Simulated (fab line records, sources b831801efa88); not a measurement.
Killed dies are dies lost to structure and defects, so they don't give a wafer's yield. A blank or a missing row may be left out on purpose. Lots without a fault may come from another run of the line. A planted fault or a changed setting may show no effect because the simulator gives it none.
Chamber matching | flow gf180mcu | GF_V1_CMP_26 on cmp-02: 4 sister chambers
The step polishes, stops on SiO2, t overpolish 15 s, target thk 0 nm. 4 wafers are shown with their chamber, then 8 later ones without.

WAFERS WITH THEIR CHAMBER
wafer  | chamber | motor_current_A (A)
L800.4 | 2       | 10.5
L804.6 | 3       | 11.7
L805.5 | 1       | 12.5
L808.3 | 0       | 11.5

WAFERS WITHOUT THEIR CHAMBER
wafer  | motor_current_A (A)
L808.4 | 10.4
L808.6 | 10.7
L811.1 | 12.0
L811.3 | 12.5
L811.6 | 10.3
L818.4 | 10.4
L818.5 | 10.9
L818.6 | 11.4

WHICH CHAMBER EACH WENT THROUGH
wafer  | from the rows above          | in truth
L808.4 | 2                            | 2
L808.6 | 2                            | 2
L811.1 | can't be placed: 3 or 0 or 1 | 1
L811.3 | 1                            | 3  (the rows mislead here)
L811.6 | 2                            | 2
L818.4 | 2                            | 2
L818.5 | can't be placed: 2 or 0 or 3 | 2
L818.6 | can't be placed: 0 or 3      | 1
Placed correctly: 4 of 8. Can't be placed from these rows: 3 (the true chamber is among the candidates in 2). Placed wrongly: 1.
How it was worked out, from the rows above alone: a wafer's distance from a chamber is the root of the sum, over the readings, of the square of ((its reading less the chamber's mean) divided by the reading's scatter). The wafer belongs to the nearest chamber; if the next one is less than 2 further off, it can't be placed. A chamber's mean is the mean of its shown wafers. The scatter: with one shown wafer a chamber, the root of the mean of the squares of how far each hidden wafer lies from its nearest shown one.
